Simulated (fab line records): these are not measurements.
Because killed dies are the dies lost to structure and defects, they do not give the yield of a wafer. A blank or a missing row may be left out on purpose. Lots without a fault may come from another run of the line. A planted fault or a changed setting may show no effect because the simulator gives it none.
Chamber matching | flow sky130 | SKY_LI_CONTACT_CMP_02 on cmp-02: 4 sister chambers
The step polishes PSG. 14 wafers are shown with their chamber, then 7 later ones without.

## WAFERS, EACH WITH ITS CHAMBER
wafer  | chamber | motor current A (A) | time to endpoint s (s)
L645.1 | 0       | 12.0                | 33
L645.2 | 1       | 11.4                | 31
L645.5 | 1       | 11.4                | 33
L647.1 | 0       | 12.0                | 40
L647.3 | 1       | 11.8                | 35
L647.4 | 2       | 12.9                | 34
L648.2 | 2       | 12.7                | 30
L648.5 | 2       | 13.1                | 30
L648.6 | 3       | 10.3                | 29
L653.2 | 2       | 13.2                | 31
L653.5 | 2       | 13.9                | 29
L653.6 | 3       | 10.2                | 28
L655.1 | 0       | 12.6                | 33
L655.3 | 2       | 13.5                | 28

SIGNATURES, as means of the wafers listed above
reading            | chamber 0 | chamber 1 | chamber 2 | chamber 3 | scatter within a chamber
motor current A    | 12.200    | 11.533    | 13.217    | 10.250    | 0.358
time to endpoint s | 35.33     | 33.00     | 30.33     | 28.50     | 2.5
Rule: distance of a wafer from a chamber = root of the sum over the readings of ((wafer's reading minus chamber's mean) / reading's scatter) squared. The wafer belongs to the nearest chamber; if the next one is less than 2 further off, it can't be placed. How the scatter is found: for the shown wafers, subtract from each reading the mean of its chamber, square and add these, divide the total by (wafers less chambers), then take the root.

## WAFERS WITH NO CHAMBER GIVEN
wafer  | motor current A (A) | time to endpoint s (s)
L655.5 | 11.8                | 29
L657.1 | 13.7                | 33
L657.2 | 11.8                | 38
L657.6 | 11.3                | 37
L668.2 | 10.6                | 27
L668.3 | 11.6                | 35
L668.5 | 13.8                | 33

## WHICH CHAMBER EACH WENT THROUGH
wafer  | from the rows above     | in truth
L655.5 | can't be placed: 1 or 0 | 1
L657.1 | 2                       | 2
L657.2 | can't be placed: 0 or 1 | 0
L657.6 | can't be placed: 1 or 0 | 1
L668.2 | 3                       | 3
L668.3 | can't be placed: 1 or 0 | 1
L668.5 | 2                       | 2
3 of 7 placed correctly. Not placeable from these rows: 4 (in 4, the candidates include the true chamber). Number placed wrongly: 0.
